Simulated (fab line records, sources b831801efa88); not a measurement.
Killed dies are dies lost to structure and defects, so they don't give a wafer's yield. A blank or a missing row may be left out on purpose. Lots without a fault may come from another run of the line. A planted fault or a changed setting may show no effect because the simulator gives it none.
fab line records | flow sfq_line
record lots=6 wafers=18 last_day=96
route steps=325 shown M2@102 I2@103
lots that met no fault: from a run of the same line without faults
start_h: hours from the record's first day to the start of the lot's first wafer shown | wait_h: hours since the lot's step before | " the same as in the row above | L1.1+2: a row that stands for several wafers | - no value, or no start given | * or withheld: withheld | < > ~ a bound
route shown NAME@n: a module of which the file shows steps, and the number in the route of the first | usual: mean/standard deviation of fault-free wafers | same: alike in all rows | chamber/n: place in a boat | sites: the reading at each site | _std_site: their standard deviation | _edge_site: outer sites' mean less inner sites' | radius_mm: how far each site lies from the wafer's centre | mask NAME#n: copy n | behind: the tool/chamber that last shaped the wafer | hold: why the lot was held/for how many hours/how that ended | device: the transistor (n, p or np) that didn't switch | end of line: the same wafers' tests at the end of the route | a step without rows: its recipe alone | killed: dies lost to structure and defects at the first sort, not the wafer's yield | map: a wafer's dies, x killed, . not, _ none there
set.NAME: the setting as run; set.NAME@STEP: as run at that earlier step | model.NAME: the simulator's own value behind a step, which no gauge read
lots at some steps of the route; a table a step, a row a wafer
services: from which hour (start_h, from the record's first day; less than 0 if before it) a tool's chamber was out of use, for how many hours, and why
## steps
# step SFQ_TRILAYER_M2_STRIP_SOLV_CLEAN_062
# recipe chemistry=NMP temp_c=70 time_s=600
# step SFQ_TRILAYER_I2_DEP_PECVD_063
# recipe material=SiO2 temp_c=150 time_s=111.11 pressure_torr=2.4 rf_w=183.3 precursor=SiH4/N2O target_thk_nm=500
# usual heater_power_w=82/17 throttle_valve_pct=24.3/0.53
# columns lot.wafer tool chamber start_h wait_h heater_power_w throttle_valve_pct
L240.2 pecvd-02 0 965.97 0.0 96 24.9
L240.3 " 2 " " 92 24.3
L240.5 " 1 " " 62 24.5
L241.1 pecvd-02 1 969.31 0.0 61 24.4
L241.3 " 0 " " 91 24.4
L241.4 " 1 " " 61 24.5
L243.2 pecvd-02 0 986.11 0.0 88 25.1
L243.3 " 1 " " 51 24.4
L243.5 " 2 " " 91 24.6
L247.3 pecvd-02 2 1016.23 0.0 90 24.5
L247.5 " 0 " " 79 24.5
L247.6 " 1 " " 59 24.6
L249.3 pecvd-03 1 1040.16 0.0 93 24.6
L249.4 " 2 " " 80 23.4
L249.5 " 1 " " 78 24.5
L254.1 pecvd-04 0 1086.87 0.0 78 24.9
L254.3 " 2 " " 87 25.0
L254.4 " 0 " " 81 25.1
# step SFQ_TRILAYER_I2_CMP_CMP_064
# recipe material=SiO2 down_force_psi=3 platen_rpm=60 pad_velocity_m_s=0.94248
# usual motor_current_A=10.2/0.94 time_to_endpoint_s=217/6.8
# columns lot.wafer tool chamber start_h wait_h motor_current_A time_to_endpoint_s
L240.2 cmp-01 0 966.55 0.5 9.8 212
L240.3 " 2 967.55 1.5 10.8 207
L240.5 " 3 " " 10.4 212
L241.4 cmp-01 3 969.39 0.0 11.1 220
L241.1 " 1 970.39 1.0 9.9 216
L241.3 " 2 " " 10.4 217
L243.3 cmp-01 2 986.19 0.0 10.8 213
L243.2 " 3 " " 9.9 213
L243.5 " 3 988.69 2.5 10.2 220
L247.3 cmp-01 3 1017.31 1.0 9.5 218
L247.5 " 1 1018.31 2.0 9.9 231
L247.6 " 2 " " 10.4 223
L249.3 cmp-02 3 1041.83 1.6 9.0 226
L249.4 " 0 " " 8.9 229
L249.5 " 1 " " 11.1 217
L254.1 cmp-01 2 1094.63 7.7 10.5 214
L254.4 " 3 " " 10.0 214
L254.3 " 0 " " 10.1 213
# step SFQ_I2_BOW_MEAS_917
# recipe mode=bow
# usual I2_BOW=1/9.7
# columns lot.wafer tool chamber start_h wait_h I2_BOW[um]
L240.2 film_metro-03 - 969.07 2.0 2
L240.3 " - " " -15
L240.5 " - " " 6
L241.1 film_metro-04 - 972.39 1.5 8
L241.3 " - " " 27
L241.4 " - " " 5
L243.2 film_metro-04 - 989.21 2.0 -5
L243.3 " - " " 5
L243.5 " - " " -9
L247.3 film_metro-02 - 1019.35 1.5 7
L247.5 " - " " -4
L247.6 " - " " -13
L249.3 film_metro-02 - 1043.87 1.5 11
L249.4 " - " " 7
L249.5 " - " " 18
L254.1 film_metro-03 - 1097.63 2.5 1
L254.3 " - " " 10
L254.4 " - " " -14
# step SFQ_TRILAYER_I2_METRO_MEASURE_065
# usual thk_nm=200.0/0.8
# columns lot.wafer tool chamber start_h wait_h thk_nm
L240.2 film_metro-03 - 969.37 0.3 199.5
L240.3 " - " " 200.1
L240.5 " - " " 199.8
L241.1 film_metro-04 - 972.51 0.1 200.1
L241.3 " - " " 200.5
L241.4 " - " " 200.2
L243.2 film_metro-04 - 989.51 0.3 201.8
L243.3 " - " " 201.6
L243.5 " - " " 200.7
L247.3 film_metro-02 - 1019.83 0.5 200.2
L247.5 " - " " 199.5
L247.6 " - " " 200.9
L249.3 film_metro-02 - 1044.35 0.5 200.1
L249.4 " - " " 199.4
L249.5 " - " " 199.1
L254.1 film_metro-03 - 1097.75 0.1 199.6
L254.3 " - " " 200.0
L254.4 " - " " 199.5
# step SFQ_TRILAYER_I2_VIA_LITHO_COAT_072
# recipe resist=BARC spin_rpm=3000 resist_thk_nm=62
# step SFQ_TRILAYER_I2_VIA_LITHO_COAT_067
# recipe resist=KrF spin_rpm=3000 resist_thk_nm=650
# step SFQ_TRILAYER_I2_VIA_LITHO_SOFTBAKE_071
# recipe temp_c=withheld time_s=withheld resist=KrF
# step SFQ_TRILAYER_I2_VIA_LITHO_EXPOSE_068
# recipe mask_id=I2 na=0.6 source_shape=conventional sigma_outer=0.65 target_cd_nm=500 dose_mj=21.3
# step SFQ_TRILAYER_I2_VIA_LITHO_PEB_070
# recipe peb_temp_c=115 peb_time_s=60 resist=KrF
# step SFQ_TRILAYER_I2_VIA_LITHO_DEVELOP_069
# recipe time_s=60 resist=KrF
# step SFQ_I2_OVL_MEAS_918
# usual I2_OVL=1/6
# columns lot.wafer tool chamber start_h wait_h I2_OVL[nm]
L240.2 overlay-02 - 1106.28 0.1 -18
L240.3 " - " " -9
L240.5 " - " " -7
L241.1 overlay-02 - 1108.67 0.1 7
L241.3 " - " " 3
L241.4 " - " " 5
L243.2 overlay-01 - 1126.59 0.1 -2
L243.3 " - " " 1
L243.5 " - " " 4
L247.3 overlay-01 - 1162.60 0.1 1
L247.5 " - " " 3
L247.6 " - " " 3
L249.3 overlay-01 - 1186.72 0.1 4
L249.4 " - " " 8
L249.5 " - " " 0
L254.1 overlay-02 - 1236.16 0.1 -7
L254.3 " - " " -12
L254.4 " - " " 0
# step SFQ_TRILAYER_I2_VIA_BARC_OPEN_VIA_ETCH_096
# recipe mask_material=PR chemistry=O2 target_depth_nm=125 target=BARC source_w=500 bias_w=80 pressure_mtorr=30 time_s=40.49
# usual drypump_motor_current_A=5.9/0.36 oes_product_au=0.694/0.0044 rf_fwd_power_W=495.2/1.9
# columns lot.wafer tool chamber start_h wait_h drypump_motor_current_A oes_product_au rf_fwd_power_W rf_hours_counter_h model.KrF_of_TRILAYER_I2_VIA_LITHO_COAT_067.thk_nm
L240.2 rie_diel-04 0 1106.31 0.0 6.0 0.687 492.3 8 575.6
L240.3 " 2 " " 6.2 0.688 495.7 8 580.5
L240.5 " 2 " " 6.2 0.696 498.5 - 578.7
L241.1 rie_diel-02 2 1108.71 0.0 6.3 0.695 494.5 3 572.9
L241.3 " 0 " " 6.1 0.696 492.7 7 575.3
L241.4 " 1 " " 5.7 0.692 497.2 11 571.9
L243.2 rie_diel-04 0 1126.62 0.0 5.9 0.694 492.7 8 573.7
L243.3 " 2 " " 6.2 0.688 499.1 8 575.4
L243.5 " 3 " " 5.5 0.691 498.7 - 574.8
L247.3 rie_diel-04 3 1162.62 0.0 5.6 0.688 574.9 14 565.9
L247.5 " 1 " " 5.3 0.687 577.1 - 564.9
L247.6 " 0 " " 6.0 0.689 572.9 - 566.6
L249.3 rie_diel-04 2 1186.75 0.0 6.2 0.701 578.9 9 566.8
L249.4 " 3 " " 5.6 0.683 574.3 14 567
L249.5 " 2 " " 6.2 0.696 575.4 - 565.9
L254.1 rie_diel-01 3 1236.20 0.0 5.3 0.696 496.4 12 577
L254.3 " 2 " " 6.1 0.686 494.8 7 577.6
L254.4 " 1 " " 6.0 0.697 493.4 4 575.7
# step SFQ_TRILAYER_I2_VIA_ETCH_VIA_ETCH_070
# recipe target=SiO2 stop_on=Nb mask_material=PR taper_deg=20 chemistry=CHF3 target_depth_nm=260 source_w=500 bias_w=80 pressure_mtorr=30 time_s=withheld
# usual drypump_motor_current_A=5.9/0.35 oes_product_au=0.854/0.0053 rf_fwd_power_W=498.5/1.6
# columns lot.wafer tool chamber start_h wait_h drypump_motor_current_A oes_product_au rf_fwd_power_W model.KrF_of_TRILAYER_I2_VIA_LITHO_COAT_067.thk_nm
L240.2 rie_diel-04 0 1106.35 0.0 6.0 0.863 497.1 531.1
L240.3 " 2 " " 6.2 0.849 500.6 536.4
L240.5 " 2 " " 6.2 0.852 501.6 535
L241.1 rie_diel-02 2 1108.75 0.0 6.3 0.847 499.5 528.1
L241.3 " 0 " " 6.1 0.856 498.7 530.8
L241.4 " 1 " " 5.7 0.860 500.3 527
L243.2 rie_diel-04 0 1126.66 0.0 6.0 0.862 496.8 528.8
L243.3 " 2 " " 6.2 0.852 499.9 530.8
L243.5 " 3 " " 5.6 0.851 499.7 530.3
L247.3 rie_diel-04 3 1162.66 0.0 5.6 0.857 496.2 520.9
L247.5 " 1 " " 5.3 0.841 498.9 519.4
L247.6 " 0 " " 6.0 0.856 498.8 521.6
L249.3 rie_diel-04 2 1186.79 0.0 6.2 0.854 497.1 523.2
L249.4 " 3 " " 5.6 0.852 499.6 522.4
L249.5 " 2 " " 6.2 0.851 497.4 521.5
L254.1 rie_diel-01 3 1236.24 0.0 5.3 0.853 500.6 532.2
L254.3 " 2 " " 6.1 0.867 498.5 532.9
L254.4 " 1 " " 5.9 0.850 498.2 531.2
# step SFQ_TRILAYER_I2_VIA_STRIP_STRIP_071
# recipe gas=O2 power_w=200 platen_temp_c=40 overash_fraction=0.65 chemistry=O2 pressure_mtorr=50
# usual drypump_motor_current_A=5.88/0.28 oes_product_au=0.999/0.0087
# columns lot.wafer tool chamber start_h wait_h drypump_motor_current_A oes_product_au rf_hours_counter_h
L240.2 rie_metal-03 1 1106.46 - 5.82 0.993 35
L240.3 " 0 " " 6.33 0.993 -
L240.5 " 0 " " 6.35 0.989 -
L241.1 rie_metal-01 1 1108.86 - 5.84 1.002 102
L241.3 " 1 " " 5.87 1.017 -
L241.4 " 0 " " 5.65 1.013 -
L243.2 rie_metal-03 1 1126.78 - 5.82 0.990 38
L243.3 " 0 " " 6.33 0.988 -
L243.5 " 1 " " 5.83 1.000 -
L247.3 rie_metal-01 0 1163.04 - 5.66 1.005 -
L247.5 " 1 " " 5.89 1.004 -
L247.6 " 0 " " 5.65 0.998 -
L249.3 rie_metal-01 1 1187.10 - 5.84 1.011 -
L249.4 " 0 " " 5.63 1.008 -
L249.5 " 1 " " 5.86 1.000 -
L254.1 rie_metal-01 1 1236.35 - 5.88 1.002 0
L254.3 " 1 " " 5.90 1.005 -
L254.4 " 0 " " 5.66 1.005 -
## services
# columns tool chamber start_h hours kind
cmp-01 - 943.88 5.4 pm
cmp-01 - 950.26 2.6 repair
rie_metal-01 - 952.90 1.4 pm
rie_diel-04 1 959.20 5.8 repair
rie_metal-01 - 963.08 0.7 repair
rie_metal-01 0 969.42 15.2 repair
rie_diel-04 3 985.19 5.2 repair
pecvd-02 - 990.02 0.7 repair
pecvd-02 - 996.58 0.4 repair
cmp-01 - 1005.55 3.5 repair
pecvd-02 - 1006.70 0.8 pm
rie_metal-01 - 1012.43 4.3 pm
rie_diel-04 - 1032.64 1.8 repair
pecvd-02 - 1045.16 1.0 repair
cmp-01 - 1059.62 10.0 repair
cmp-01 - 1087.63 4.0 pm
cmp-01 - 1097.90 1.4 repair
rie_diel-04 - 1104.49 0.1 repair
rie_metal-01 1 1106.35 1.9 repair
cmp-01 - 1131.10 10.9 repair
cmp-01 - 1152.66 0.2 repair
pecvd-02 - 1193.00 2.8 pm
rie_diel-04 3 1217.40 7.2 repair
rie_diel-04 - 1230.38 14.6 pm
## key
first_sign step=SFQ_TRILAYER_I2_VIA_BARC_OPEN_VIA_ETCH_096 reading=rf_fwd_power_W direction=up sigmas=43 usual=495.2 struck=575.6
effect none on later readings
model_effect step=SFQ_TRILAYER_I2_VIA_BARC_OPEN_VIA_ETCH_096 value=KrF_of_TRILAYER_I2_VIA_LITHO_COAT_067.thk_nm without=573.3 struck=566.2
model_effect step=SFQ_TRILAYER_I2_VIA_ETCH_VIA_ETCH_070 value=KrF_of_TRILAYER_I2_VIA_LITHO_COAT_067.thk_nm without=528.5 struck=521.5
met_at SFQ_TRILAYER_I2_VIA_BARC_OPEN_VIA_ETCH_096
struck_wafers L247.3,L247.5,L247.6,L249.3,L249.4,L249.5
onset_between 1126.62 1162.62
fault kind=process_parameter_drift tool=rie_diel-04 chamber=- onset_h=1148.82 steps=SFQ_TRILAYER_I2_VIA_BARC_OPEN_VIA_ETCH_096 channel=source_w offset=80 shape=step end_h=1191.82 acts_in=these_recipes_only stated=500
